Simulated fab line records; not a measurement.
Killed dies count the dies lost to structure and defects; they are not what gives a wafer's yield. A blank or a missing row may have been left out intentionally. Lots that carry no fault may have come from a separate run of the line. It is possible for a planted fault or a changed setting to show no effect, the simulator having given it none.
Struck lot and sound lot, side by side | flow sky130 | 35 steps out of a route of 708
Sound: wafers L613.2, L613.5, L613.6. The struck wafers were L609.1, L609.4, L609.6. The cause comes at the end.
Per side, at each step with rows, come the tool, then ch with its chambers, and then its first start. Under that, the readings that differ: sound wafers | struck wafers | difference of the means | sigmas: that difference in standard deviations of wafers without a fault.
alike: a reading whose means differ by less than 2 such deviations, as well as words and numbers matching on both sides. not compared: withheld readings; readings where some wafer has no value; bounds like >300 that might hide an equal value; numbers whose values overlap and for which the record gives no deviation.
A row with sigmas, a row that says differs or no value, or rows on one side alone: a step with any of these is where the two part. Non-overlapping numbers with no deviation appear without sigmas and do not part them. A reading missing from all wafers of one side parts the sides only when that side holds two or more wafers.

first, 6 steps without rows for these wafers: SKY_PWDE_HMDS_01 (prime time 60 s); SKY_PWDE_COAT_02 (resist thk 3000 nm); SKY_PWDE_SOFTBAKE_03; SKY_PWDE_EXPOSE_04 (exposes mask PWDEM, target cd 840 nm); SKY_PWDE_PEB_05; SKY_PWDE_DEVELOP_06 (develop time 60 s).
SKY_PWDE_OVL_MEAS_07:
  sound on overlay-01, day 8 07:17; struck on overlay-02, day 7 08:39
  alike: PWDE_OVL
after that, 1 step had no rows for these wafers: SKY_PWDE_IMPLANT_08.
SKY_PWDE_STRIP_09: strips in O2/N2.
  sound on plasmaAsher-04 ch 0,1, day 8 07:28; struck on plasmaAsher-04 ch 1, day 7 08:50
  alike: drypumpMotorCurrentA, oesProductAu, stripTimeToEndpointS
  not compared: rfHoursCounterH
SKY_PWDE_TW_MEAS_10:
  sound on filmMetro-04, day 8 07:35; struck on filmMetro-01, day 7 08:56
  alike: PWDE_TW
then, 2 steps without rows for these wafers: SKY_NWELL_DEHYDRATE_03 (time 60 s); SKY_NWELL_HMDS_04 (prime time 60 s).
SKY_NWELL_COAT_05: resist thk 3000 nm.
  struck on lithoTrack-01, day 7 18:24; sound on lithoTrack-02 ch 0, day 8 17:56
  no value came back on the struck wafers for chillPlateTempC (C), dispensePressureKPa (kPa), exhaustPa (Pa); on the sound wafers chillPlateTempC (C) reads 22.88 23.01 22.98
then, 4 steps without rows for these wafers: SKY_NWELL_SOFTBAKE_06; SKY_NWELL_EXPOSE_07 (exposes mask NWM, target cd 840 nm); SKY_NWELL_PEB_08; SKY_NWELL_DEVELOP_09 (develop time 60 s).
SKY_NWELL_OVL_MEAS_10:
  sound on overlay-01, day 9 05:11; struck on overlay-01, day 8 05:46
reading           | sound        | struck | difference                    | sigmas
NWELL_00_OVL (nm) | 1.7 2.0 -0.1 | - - -  | no value on the struck wafers | 
then, 3 steps without rows for these wafers: SKY_NWELL_IMPLANT_11; SKY_NWELL_IMPLANT_12; SKY_NWELL_IMPLANT_13.
SKY_NWELL_STRIP_14: strips in O2/N2.
  sound on plasmaAsher-03 ch 0,1, day 9 05:40; struck on plasmaAsher-01 ch 0, day 8 06:15
  no value came back on the struck wafers for oesProductAu (a.u.), stripTimeToEndpointS (s); on the sound wafers oesProductAu (a.u.) reads 0.720 0.723 0.726
  alike: drypumpMotorCurrentA
  not compared: rfHoursCounterH
SKY_NWELL_TW_MEAS_15:
  sound on filmMetro-03, day 9 05:47; struck on filmMetro-03, day 8 06:21
  alike: NWELL_TW
then, 7 steps without rows for these wafers: SKY_NWELL_DEHYDRATE_16 (time 60 s); SKY_NWELL_HMDS_17 (prime time 60 s); SKY_NWELL_COAT_18 (resist thk 3000 nm); SKY_NWELL_SOFTBAKE_19; SKY_NWELL_EXPOSE_20 (exposes mask NWM COMPLEMENT, target cd 840 nm); SKY_NWELL_PEB_21; SKY_NWELL_DEVELOP_22 (develop time 60 s).
SKY_NWELL_OVL_MEAS_23:
  sound on overlay-02, day 10 04:16; struck on overlay-01, day 9 03:28
  alike: NWELL_01_OVL
after that, 1 step had no rows for these wafers: SKY_NWELL_IMPLANT_24.
SKY_NWELL_STRIP_25: strips in O2/N2.
  sound on plasmaAsher-02 ch 0,1, day 10 04:26; struck on plasmaAsher-02 ch 0,1, day 9 03:39
  alike: drypumpMotorCurrentA, oesProductAu, stripTimeToEndpointS
  not compared: rfHoursCounterH
SKY_NWELL_TW_MEAS_26:
  sound on filmMetro-03, day 10 04:33; struck on filmMetro-03, day 9 03:45
reading    | sound       | struck         | difference | sigmas
NWELL_2_TW | 494 491 496 | 1813 1811 1816 | +1320      | +99 or more
then, 1 step without rows for these wafers: SKY_NWELL_CLEAN_27 (cleans in SC1/SC2, time 150 s).

## WHERE THEY PART
Earliest at SKY_NWELL_COAT_05; latest, in this record, at SKY_NWELL_TW_MEAS_26.

WHY: what had been put in by the simulator
Whole step skipped at SKY_NWELL_COAT_05 on lithoTrack-01, starting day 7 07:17. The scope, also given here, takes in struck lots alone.
